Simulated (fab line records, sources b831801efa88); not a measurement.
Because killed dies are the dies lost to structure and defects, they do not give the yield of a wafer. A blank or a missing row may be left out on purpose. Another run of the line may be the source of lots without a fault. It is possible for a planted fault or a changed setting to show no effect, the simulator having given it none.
Comparing a struck lot with a sound one | flow sky130 | 15 out of 708 route steps
Sound: wafers L107.3, L107.4, L107.6. Wafers L120.3, L120.5, L120.6 were the ones struck. The cause is named last.
Order at every step that has rows: each side's tool, ch and its chambers, its first start. Under that, the readings that differ: sound wafers | struck wafers | difference of the means | sigmas: that difference in standard deviations of wafers without a fault.
alike: a reading whose means differ by less than 2 such deviations, as well as words and numbers matching on both sides. not compared: withheld readings; readings where some wafer has no value; bounds like >300 that might hide an equal value; numbers whose values overlap and for which the record gives no deviation.
The two part at a step that has a row with sigmas, a row that says differs or no value, or rows on one side only. Numbers that don't overlap but have no deviation are shown without sigmas and don't part them. A reading missing from all wafers of one side parts the sides only when that side holds two or more wafers.

first, 4 steps without rows for these wafers: SKY_RES_XHIGH_EXPOSE_04 (exposes mask URPM, target cd 1270 nm); SKY_RES_XHIGH_PEB_05; SKY_RES_XHIGH_DEVELOP_06 (develop time 60 s); SKY_RES_XHIGH_IMPLANT_07.
SKY_RES_XHIGH_STRIP_08: strips in O2/N2.
  sound on plasma_asher-03 ch 0,1, day 26 11:20; struck on plasma_asher-03 ch 0,1, day 31 12:43
  reading                      | sound             | struck            | difference | sigmas
  strip_time_to_endpoint_s (s) | 14.22 14.18 14.22 | 14.29 14.30 14.29 | +0.09      | +2
  alike: drypump_motor_current_A, oes_product_au
  not compared: rf_hours_counter_h
SKY_RES_XHIGH_TW_MEAS_09:
  sound on film_metro-04, day 26 11:26; struck on film_metro-01, day 31 12:48
  reading      | sound          | struck         | difference | sigmas
  RES_XHIGH_TW | 1599 1604 1602 | 1676 1687 1692 | +83        | +3
then, 6 steps without rows for these wafers: SKY_SD_N_DEHYDRATE_00 (time 60 s); SKY_SD_N_HMDS_01 (prime time 60 s); SKY_SD_N_COAT_02 (resist thk 1140 nm); SKY_SD_N_SOFTBAKE_03 (time 60 s); SKY_SD_N_EXPOSE_04 (exposes mask NSDM, target cd 380 nm); SKY_SD_N_PEB_05.
SKY_SD_N_DEVELOP_06: develop time 60 s.
  sound on litho_track-02 ch 0, day 27 16:59; struck on litho_track-02 ch 0, day 32 16:11
  alike: exhaust_pa
SKY_SD_N_CD_MEAS_07: target cd 380 nm.
  sound on cd_sem-02, day 27 17:08; struck on cd_sem-01, day 32 16:20
  reading    | sound             | struck            | difference | sigmas
  cd_nm (nm) | 380.5 379.3 383.4 | 231.6 230.9 235.0 | -148.6     | -65
SKY_SD_N_OVL_MEAS_08:
  sound on overlay-02, day 27 17:13; struck on overlay-01, day 32 16:25
  alike: SD_N_OVL

WHERE THEY PART
At SKY_RES_XHIGH_STRIP_08 first; at SKY_SD_N_CD_MEAS_07 last (within this record only). Later steps at which nothing parts them and some readings are alike: SKY_SD_N_OVL_MEAS_08.

WHY: what had been put in by the simulator
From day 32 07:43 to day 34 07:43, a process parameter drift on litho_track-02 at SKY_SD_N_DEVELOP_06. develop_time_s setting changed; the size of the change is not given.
